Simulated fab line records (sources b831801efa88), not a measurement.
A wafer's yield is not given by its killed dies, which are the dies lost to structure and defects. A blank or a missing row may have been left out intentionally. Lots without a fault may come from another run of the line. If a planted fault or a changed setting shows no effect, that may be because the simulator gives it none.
fab line records -- flow sky130
[record] lots = 6, wafers = 18, lastDay = 50
route steps=708 shown SONOS_ONO@186 GATE_OXIDE@187 PAD_OPEN@708
lots that met no fault: from a run of the same line without faults
startH: the number of hours between the record's first day and the start of the first shown wafer of the lot -- waitH: hours from the lot's prior step to this one -- " identical to the entry in the row above -- L1.1+2: a row that stands for several wafers -- - no value, or no start was given -- * or withheld: withheld -- < > ~ a bound
route shown NAME@n: names a module that has steps shown in the file, with the first one's number in the route -- usual: the fault-free wafers' mean and standard deviation -- same: alike in all rows -- chamber/n: place in a boat -- sites: per-site readings -- _std_site: standard deviation across them -- _edge_site: outer sites' mean less inner sites' -- radiusMm: how far each site lies from the wafer's centre -- mask NAME#n: copy n -- behind: the tool/chamber that last shaped the wafer -- hold: cause of the lot's hold/its duration in hours/its outcome -- device: the n, p or np transistor that did not switch -- end of line: tests of these same wafers at the route's end -- a step without rows: its recipe alone -- killed: the dies lost at the first sort to structure and to defects; this is not the yield of the wafer -- map: dies across one wafer; x = killed, . = not, _ = none there
set.NAME: setting as actually run; set.NAME@STEP: the setting as run at that earlier step -- model.NAME: the simulator's own value behind a step, which no gauge read
lots seen at some steps along the route; tables by step, rows by wafer
services: when a tool's chamber went out of use (startH, in hours from the record's first day, below 0 if earlier), for how many hours, and the reason
[[steps]]
[step SKY_SONOS_ONO_WET_ETCH_18]
[recipe] chemistry = H3PO4, targetDepthNm = 15, target = Si3N4, tempC = 160, timeS = 172
[step SKY_GATE_OXIDE_CLEAN_00]
[recipe] chemistry = SC1/SC2, mix = 1:4:20, tempC = 70, timeS = 150, dry = n2Spin
[step SKY_GATE_OXIDE_OXIDATION_01]
[recipe] tempC = 900, ambient = O2, stabiliseS = 600, purgeS = 300, targetThkA = 102.68, oxTimeS = 1473
[step SKY_GATE_OXIDE_THK_MEAS_02]
[recipe] reads = SiO2_of_GATE_OXIDE_OXIDATION_01
[usual] GATE_OXIDE_OXIDATION_00_THK = 10.34/0.19
lot.wafer,tool,chamber,startH,waitH,GATE_OXIDE_OXIDATION_00_THK[nm]
L448.3,filmMetro-04,-,337.43,0.0,10.41
L448.4,filmMetro-04,-,337.43,0.0,10.42
L448.6,filmMetro-04,-,337.43,0.0,10.41
L454.1,filmMetro-04,-,389.10,0.0,10.29
L454.3,filmMetro-04,-,389.10,0.0,10.14
L454.5,filmMetro-04,-,389.10,0.0,10.17
L455.3,filmMetro-04,-,405.72,0.0,10.06
L455.4,filmMetro-04,-,405.72,0.0,10.01
L455.6,filmMetro-04,-,405.72,0.0,10.06
L456.1,filmMetro-04,-,409.07,0.0,10.36
L456.2,filmMetro-04,-,409.07,0.0,10.65
L456.6,filmMetro-04,-,409.07,0.0,10.61
L463.1,filmMetro-03,-,463.21,0.0,10.54
L463.4,filmMetro-03,-,463.21,0.0,10.34
L463.6,filmMetro-03,-,463.21,0.0,10.53
L464.1,filmMetro-03,-,473.53,0.0,10.29
L464.5,filmMetro-03,-,473.53,0.0,10.23
L464.6,filmMetro-03,-,473.53,0.0,10.05
[step SKY_GATE_OXIDE_DEHYDRATE_03]
[recipe] tempC = 200, timeS = 60
[step SKY_GATE_OXIDE_HMDS_04]
[recipe] primeTimeS = 60, primeTempC = 120
[step SKY_GATE_OXIDE_COAT_05]
[recipe] resist = NOVOLAK, spinRpm = 3000, resistThkNm = 1140
[step SKY_GATE_OXIDE_SOFTBAKE_06]
[recipe] tempC = 90, timeS = 60, resist = NOVOLAK
[step SKY_GATE_OXIDE_EXPOSE_07]
[recipe] maskId = LVOM, na = 0.6, sourceShape = conventional, sigmaOuter = 0.6, polarization = unpolarized, targetCdNm = 600, doseMj = 170
[step SKY_GATE_OXIDE_PEB_08]
[recipe] tempC = withheld, timeS = *, resist = NOVOLAK
[step SKY_GATE_OXIDE_DEVELOP_09]
[recipe] resist = NOVOLAK, developer = TMAH, developTimeS = 60, devTempC = 23
[step SKY_GATE_OXIDE_OVL_MEAS_10]
[usual] GATE_OXIDE_OVL = -0.5/1.2
lot.wafer,tool,chamber,startH,waitH,GATE_OXIDE_OVL[nm]
L448.3,overlay-01,-,364.58,0.1,-0.2
L448.4,overlay-01,-,364.58,0.1,-1.1
L448.6,overlay-01,-,364.58,0.1,-1.4
L454.1,overlay-01,-,418.53,0.1,-0.3
L454.3,overlay-01,-,418.53,0.1,-0.5
L454.5,overlay-01,-,418.53,0.1,-0.1
L455.3,overlay-01,-,435.85,0.1,-0.7
L455.4,overlay-01,-,435.85,0.1,-0.8
L455.6,overlay-01,-,435.85,0.1,-0.4
L456.1,overlay-01,-,438.83,0.1,-0.6
L456.2,overlay-01,-,438.83,0.1,-1.8
L456.6,overlay-01,-,438.83,0.1,0.1
L463.1,overlay-01,-,494.31,0.1,-1.2
L463.4,overlay-01,-,494.31,0.1,-2.0
L463.6,overlay-01,-,494.31,0.1,-1.3
L464.1,overlay-01,-,503.43,0.1,-0.2
L464.5,overlay-01,-,503.43,0.1,-0.2
L464.6,overlay-01,-,503.43,0.1,-1.0
[step SKY_GATE_OXIDE_IMPLANT_11]
[recipe] species = B, energyKev = 10, doseCm2 = 2.6e+12, tiltDeg = withheld
[usual] doseIonsCm2 = 2.5999e+12/2.8e+09
[same] implantIonAmu = 11
lot.wafer,tool,chamber,startH,waitH,doseIonsCm2
L448.3,implanter-02,0,364.65,0.1,2.5932e+12
L448.4,implanter-02,0,364.65,0.1,2.5969e+12
L448.6,implanter-02,0,364.65,0.1,2.5995e+12
L454.1,implanter-04,0,418.57,0.0,2.6037e+12
L454.3,implanter-04,0,418.57,0.0,2.6051e+12
L454.5,implanter-04,0,418.57,0.0,2.6027e+12
L455.3,implanter-02,0,435.92,0.1,2.4986e+12
L455.4,implanter-02,0,435.92,0.1,2.4964e+12
L455.6,implanter-02,0,435.92,0.1,2.4928e+12
L456.1,implanter-02,0,438.87,0.0,2.4994e+12
L456.2,implanter-02,0,438.87,0.0,2.497e+12
L456.6,implanter-02,0,438.87,0.0,2.4986e+12
L463.1,implanter-04,0,494.35,0.0,2.5989e+12
L463.4,implanter-04,0,494.35,0.0,2.5969e+12
L463.6,implanter-04,0,494.35,0.0,2.5998e+12
L464.1,implanter-03,0,503.47,0.0,2.6024e+12
L464.5,implanter-03,0,503.47,0.0,2.602e+12
L464.6,implanter-03,0,503.47,0.0,2.601e+12
[step SKY_GATE_OXIDE_WET_ETCH_12]
[recipe] chemistry = dHF, targetDepthNm = 16.8, dry = n2Spin, target = SiO2, dilution = 100:1, tempC = 25, timeS = 336
[step SKY_PAD_OPEN_PROBE_99]
[usual] killed_at_M0_to_M3 = 43/7.4, killed_at_M4_up = 3.1/1.9, killedAtContacts = 25/5.4, killedAtFrontEnd = 15/4.3, killedAtOther = 0.3/0.54, killedDies = 86/10, killedOpen = 46/7.4, killedShort = 40/7
[same] grossDies = 492, killedAtBackSide = 0
lot.wafer,tool,chamber,startH,waitH,killed_at_M0_to_M3,killed_at_M4_up,killedAtContacts,killedAtFrontEnd,killedAtOther,killedDies,killedOpen,killedShort,model.etest.pfet_01v8_lvt.driveUaUm,model.etest.pfet_01v8_lvt.offLog10AUm,model.etest.pfet_01v8_lvt.vtSatV,model.etest.pfet_01v8_lvt.vtV,model.etest.pfet_01v8_lvt.vtLongV,model.etest.pfet_01v8_lvt.bodyRiseV
L448.3,prober-02,-,1119.94,0.2,43,6,24,19,0,92,37,55,170.5,-9.185,-0.4532,-0.5424,-0.6541,-0.2052
L448.4,prober-02,-,1119.99,0.2,43,2,25,16,2,88,51,36,172.8,-8.915,-0.4467,-0.5361,-0.6514,-0.2049
L448.6,prober-02,-,1120.09,0.2,43,1,21,22,0,87,40,47,171.3,-8.932,-0.4478,-0.5348,-0.6529,-0.2067
L454.1,prober-02,-,1152.24,0.1,46,5,16,19,0,86,41,45,176.6,-8.622,-0.4249,-0.5165,-0.6347,-0.2043
L454.3,prober-02,-,1152.34,0.2,44,3,26,11,0,84,38,46,177.9,-8.607,-0.4225,-0.5176,-0.635,-0.2031
L454.5,prober-02,-,1152.44,0.2,37,1,30,19,0,87,42,45,179.7,-8.545,-0.426,-0.5213,-0.6383,-0.2028
L455.3,prober-01,-,1162.84,0.2,48,3,20,13,1,85,43,41,171.6,-9.192,-0.475,-0.5638,-0.674,-0.1925
L455.4,prober-01,-,1162.89,0.2,38,2,22,25,1,88,45,42,170.3,-9.102,-0.4725,-0.5598,-0.6753,-0.1929
L455.6,prober-01,-,1162.99,0.2,40,2,20,17,0,79,39,40,171.9,-9.21,-0.4749,-0.5654,-0.6789,-0.1919
L456.1,prober-02,-,1166.49,0.1,41,3,30,14,1,89,45,43,166.8,-9.684,-0.5048,-0.5919,-0.7012,-0.1929
L456.2,prober-02,-,1166.54,0.1,50,5,24,22,0,101,53,47,169.3,-9.62,-0.5087,-0.594,-0.7065,-0.1917
L456.6,prober-02,-,1166.74,0.2,53,1,20,19,0,93,49,43,167.4,-9.894,-0.5091,-0.5927,-0.7029,-0.1932
L463.1,prober-01,-,1197.40,0.1,35,2,21,15,2,75,38,37,172.3,-8.89,-0.4399,-0.5346,-0.6498,-0.2006
L463.4,prober-01,-,1197.55,0.2,42,4,27,19,1,93,54,36,176.8,-8.566,-0.4275,-0.519,-0.643,-0.2036
L463.6,prober-01,-,1197.65,0.2,38,4,30,17,0,89,51,36,176.3,-8.871,-0.4325,-0.525,-0.6441,-0.2008
L464.1,prober-02,-,1204.04,0.1,37,5,24,19,1,86,49,37,176,-8.723,-0.432,-0.5227,-0.6455,-0.206
L464.5,prober-02,-,1204.24,0.2,42,3,14,11,0,70,42,28,175.9,-8.872,-0.4363,-0.5266,-0.6455,-0.2049
L464.6,prober-02,-,1204.29,0.2,37,0,22,8,1,68,37,31,176.4,-8.703,-0.437,-0.5281,-0.6488,-0.2033
// killed by level:class
L448.3 FIELD_ISO:geometricParticle:short=11 LI_CONTACT:geometricParticle:open=8 METAL2:geometricParticle:short=8 VIA1:geometricParticle:open=7 CONTACT:geometricParticle:open=5 VIA1:geometricParticle:short=5 POLY_GATE:geometricParticle:short=4 LI_CONTACT:geometricParticle:short=4
L448.4 VIA1:geometricParticle:open=11 LI_CONTACT:geometricParticle:open=10 POLY_GATE:geometricParticle:short=6 METAL2:geometricParticle:open=6 LI_CONTACT:geometricParticle:short=6 CONTACT:geometricParticle:short=5 POLY_GATE:geometricParticle:open=5 VIA1:geometricParticle:short=5
L448.6 LI_CONTACT:geometricParticle:open=8 VIA3:geometricParticle:open=8 METAL2:geometricParticle:short=7 FIELD_ISO:geometricParticle:short=6 METAL1:geometricParticle:short=6 VIA1:geometricParticle:open=6 CONTACT:geometricParticle:open=5 POLY_GATE:geometricParticle:short=4
L454.1 VIA1:geometricParticle:short=10 VIA1:geometricParticle:open=8 LI_CONTACT:geometricParticle:open=7 VIA3:geometricParticle:open=7 FIELD_ISO:geometricParticle:short=6 METAL2:geometricParticle:short=6 METAL1:geometricParticle:short=6 POLY_GATE:geometricParticle:short=5
L454.3 METAL2:geometricParticle:short=10 VIA1:geometricParticle:open=9 CONTACT:geometricParticle:short=8 CONTACT:geometricParticle:open=7 LOCAL_INTERCONNECT:geometricParticle:short=6 VIA3:geometricParticle:open=6 POLY_GATE:geometricParticle:open=4 VIA2:geometricParticle:short=4
L454.5 VIA1:geometricParticle:open=10 METAL2:geometricParticle:short=9 CONTACT:geometricParticle:open=8 CONTACT:geometricParticle:short=7 LOCAL_INTERCONNECT:geometricParticle:short=6 POLY_GATE:geometricParticle:short=5 FIELD_ISO:geometricParticle:open=4 FIELD_ISO:geometricParticle:short=4
L455.3 VIA1:geometricParticle:open=11 VIA3:geometricParticle:open=9 CONTACT:geometricParticle:open=7 VIA1:geometricParticle:short=7 FIELD_ISO:geometricParticle:short=6 METAL2:geometricParticle:short=6 METAL1:geometricParticle:short=6 LI_CONTACT:geometricParticle:open=5
L455.4 VIA1:geometricParticle:open=10 LI_CONTACT:geometricParticle:open=6 LOCAL_INTERCONNECT:geometricParticle:short=6 POLY_GATE:geometricParticle:open=5 CONTACT:geometricParticle:open=5 VIA2:geometricParticle:open=5 FIELD_ISO:geometricParticle:short=4 SPACER:geometricParticle:short=4
L455.6 VIA1:geometricParticle:open=11 VIA1:geometricParticle:short=8 POLY_GATE:geometricParticle:short=6 LI_CONTACT:geometricParticle:open=6 METAL1:geometricParticle:short=5 VIA3:geometricParticle:open=5 FIELD_ISO:geometricParticle:open=4 LOCAL_INTERCONNECT:geometricParticle:short=4
L456.1 LI_CONTACT:geometricParticle:open=9 VIA1:geometricParticle:open=9 CONTACT:geometricParticle:open=8 VIA3:geometricParticle:open=6 LI_CONTACT:geometricParticle:short=5 VIA1:geometricParticle:short=5 VIA2:geometricParticle:open=5 FIELD_ISO:geometricParticle:short=4
L456.2 VIA1:geometricParticle:open=12 FIELD_ISO:geometricParticle:short=10 VIA2:geometricParticle:open=9 VIA1:geometricParticle:short=7 LI_CONTACT:geometricParticle:open=6 CONTACT:geometricParticle:open=6 VIA3:geometricParticle:open=6 METAL1:geometricParticle:short=6
L456.6 VIA1:geometricParticle:open=13 CONTACT:geometricParticle:open=10 METAL2:geometricParticle:short=8 VIA3:geometricParticle:open=8 VIA1:geometricParticle:short=6 POLY_GATE:geometricParticle:short=6 METAL1:geometricParticle:short=6 FIELD_ISO:geometricParticle:open=3
L463.1 CONTACT:geometricParticle:open=9 VIA1:geometricParticle:open=9 METAL1:geometricParticle:short=8 FIELD_ISO:geometricParticle:open=5 CONTACT:geometricParticle:short=5 VIA2:geometricParticle:open=5 FIELD_ISO:geometricParticle:short=4 METAL2:geometricParticle:short=4
L463.4 VIA1:geometricParticle:open=12 CONTACT:geometricParticle:open=11 LI_CONTACT:geometricParticle:open=8 METAL2:geometricParticle:short=8 FIELD_ISO:geometricParticle:short=6 VIA3:geometricParticle:open=5 METAL1:geometricParticle:short=4 POLY_GATE:geometricParticle:short=3
L463.6 CONTACT:geometricParticle:open=15 LI_CONTACT:geometricParticle:open=8 VIA1:geometricParticle:open=8 METAL1:geometricParticle:short=5 POLY_GATE:geometricParticle:open=5 VIA2:geometricParticle:open=5 FIELD_ISO:geometricParticle:short=4 METAL2:geometricParticle:short=4
L464.1 VIA1:geometricParticle:open=15 CONTACT:geometricParticle:short=7 CONTACT:geometricParticle:open=7 POLY_GATE:geometricParticle:open=5 VIA1:geometricParticle:short=5 SPACER:geometricParticle:short=4 VIA3:geometricParticle:open=4 FIELD_ISO:geometricParticle:short=3
L464.5 VIA1:geometricParticle:open=13 FIELD_ISO:geometricParticle:short=5 VIA2:geometricParticle:open=5 FIELD_ISO:geometricParticle:open=4 LI_CONTACT:geometricParticle:open=4 CONTACT:geometricParticle:open=4 VIA1:geometricParticle:short=4 METAL2:geometricParticle:open=4
L464.6 VIA1:geometricParticle:open=9 CONTACT:geometricParticle:open=8 METAL1:geometricParticle:short=6 LI_CONTACT:geometricParticle:open=5 METAL3:geometricParticle:short=5 LOCAL_INTERCONNECT:geometricParticle:short=4 METAL2:geometricParticle:short=4 VIA3:geometricParticle:open=3
[[services]]
tool,chamber,startH,hours,kind
implanter-03,-,380.59,100.3,pm
implanter-02,-,478.25,13.6,repair
implanter-02,-,497.63,116.3,pm
[[key]]
[firstSign] step = SKY_GATE_OXIDE_IMPLANT_11, reading = doseIonsCm2, direction = down, sigmas = 37, usual = *, struck = *
effect none on later readings
[modelEffect] step = SKY_PAD_OPEN_PROBE_99, value = etest.pfet_01v8_lvt.driveUaUm, without = 174.5, struck = 169.5
metAt SKY_GATE_OXIDE_IMPLANT_11
struckWafers L455.3,L455.4,L455.6,L456.1,L456.2,L456.6
testerLeftOut L455,L456
onsetBetween 364.65 435.92
[fault] kind = processParameterDrift, tool = implanter-02, chamber = -, onsetH = 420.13, steps = SKY_GATE_OXIDE_IMPLANT_11, channel = doseCm2, offset = *, shape = step, endH = 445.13, actsIn = *, stated = *
// testerLeftOut: of these lots the tester's yield and bins aren't shown, on N5 and GAA mostly nor the transistor test; their killed dies are dies lost to structure and defects alone, not to doping, threshold or leakage, so they don't give the yield
